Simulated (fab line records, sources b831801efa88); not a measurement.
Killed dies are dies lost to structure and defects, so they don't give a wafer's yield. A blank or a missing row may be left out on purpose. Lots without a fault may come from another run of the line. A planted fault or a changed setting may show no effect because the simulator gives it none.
Tool commonality check | flow gf180mcu | 13 lots, 45 wafers sampled

WHY IT WAS OPENED
At GF_SALICIDE_RS_MEAS_04 the reading SALICIDE_TIN_RS is flagged on 2 of 13 lots. Wafers without a fault read 16.44 ohm/sq, standard deviation 0.27.
Rule: a lot is flagged when every wafer of it that has a number lies more than 4 standard deviations from that mean, or none has a number. The other lots count as sound.

lot  | measured     | on            | SALICIDE_TIN_RS (ohm/sq), wafer by wafer | flag
L699 | day 15 13:37 | film_metro-02 | 16.16 16.41 16.45                        |
L700 | day 15 17:44 | film_metro-01 | 15.95 16.55 16.40                        |
L704 | day 17 01:39 | film_metro-04 | 20.37 20.82 20.58 20.36 20.84 20.54      | FLAGGED
L706 | day 17 17:47 | film_metro-04 | 20.75 20.73 20.95 20.74 20.74 20.90      | FLAGGED
L711 | day 19 20:55 | film_metro-01 | 16.48 16.61 16.53                        |
L714 | day 21 00:33 | film_metro-01 | 16.55 16.56 16.70                        |
L715 | day 21 02:58 | film_metro-01 | 16.58 16.57 16.41                        |
L716 | day 21 12:12 | film_metro-01 | 16.76 16.77 16.64                        |
L717 | day 21 21:10 | film_metro-04 | 16.73 16.64 16.74                        |
L718 | day 22 09:26 | film_metro-04 | 15.97 16.09 15.87                        |
L719 | day 23 07:17 | film_metro-01 | 16.83 16.84 16.73                        |
L720 | day 23 09:33 | film_metro-01 | 16.56 16.01 16.30                        |
L721 | day 23 22:39 | film_metro-01 | 16.14 16.00 16.43                        |
The numbers of the flagged lots are 20.69 ohm/sq on average: +4.25 ohm/sq against the usual, or +16 standard deviations.

WHICH TOOL RAN EACH LOT
The record holds 1 process step before the reading, out of a route of 602 steps. In each cell: the tool, then ch and the chambers that the sampled wafers went through, then the start.
lot  | flag    | GF_SALICIDE_SPUTTER_02
L699 |         | pvd_sputter-03, day 15 13:32
L700 |         | pvd_sputter-04, day 15 17:40
L704 | FLAGGED | pvd_sputter-02, day 17 01:36
L706 | FLAGGED | pvd_sputter-02, day 17 17:43
L711 |         | pvd_sputter-03, day 19 20:49
L714 |         | pvd_sputter-03, day 21 00:29
L715 |         | pvd_sputter-04, day 21 02:55
L716 |         | pvd_sputter-03, day 21 12:09
L717 |         | pvd_sputter-03, day 21 21:07
L718 |         | pvd_sputter-04, day 22 09:22
L719 |         | pvd_sputter-02, day 23 07:13
L720 |         | pvd_sputter-03, day 23 09:30
L721 |         | pvd_sputter-02, day 23 22:36
What these steps do:
- GF_SALICIDE_SPUTTER_02: material Co, target thk 10 nm, time 20 s.
- GF_SALICIDE_RS_MEAS_04: measures by four-point-probe.

FLAGGED OVER TOTAL, TOOL BY TOOL (the gauges that took the reading come last)
step                   | tool           | lots run | flagged | share of the flagged lots | sound lots run after its first flagged lot
GF_SALICIDE_SPUTTER_02 | pvd_sputter-02 | 4        | 2       | all                       | 2 (L719,L721)
GF_SALICIDE_SPUTTER_02 | pvd_sputter-03 | 6        | 0       | none                      | -
GF_SALICIDE_SPUTTER_02 | pvd_sputter-04 | 3        | 0       | none                      | -
GF_SALICIDE_RS_MEAS_04 | film_metro-01  | 8        | 0       | none                      | -
GF_SALICIDE_RS_MEAS_04 | film_metro-02  | 1        | 0       | none                      | -
GF_SALICIDE_RS_MEAS_04 | film_metro-04  | 4        | 2       | all                       | 2 (L717,L718)

WHAT THE TABLE ALLOWS
2 rows of the table ran every flagged lot: pvd_sputter-02 at GF_SALICIDE_SPUTTER_02, film_metro-04 at GF_SALICIDE_RS_MEAS_04.
- pvd_sputter-02 at GF_SALICIDE_SPUTTER_02: 2 of its 4 lots flagged. Sound lots ran on it after the first flagged one (L719, L721), which a lasting fault on the whole tool wouldn't allow.
- film_metro-04 at GF_SALICIDE_RS_MEAS_04: 2 of its 4 lots flagged. Sound lots ran on it after the first flagged one (L717, L718), which a lasting fault on the whole tool wouldn't allow.
No row of the table ran every flagged lot and no sound lot after the first.

WHAT THE SIMULATOR HAD PUT IN
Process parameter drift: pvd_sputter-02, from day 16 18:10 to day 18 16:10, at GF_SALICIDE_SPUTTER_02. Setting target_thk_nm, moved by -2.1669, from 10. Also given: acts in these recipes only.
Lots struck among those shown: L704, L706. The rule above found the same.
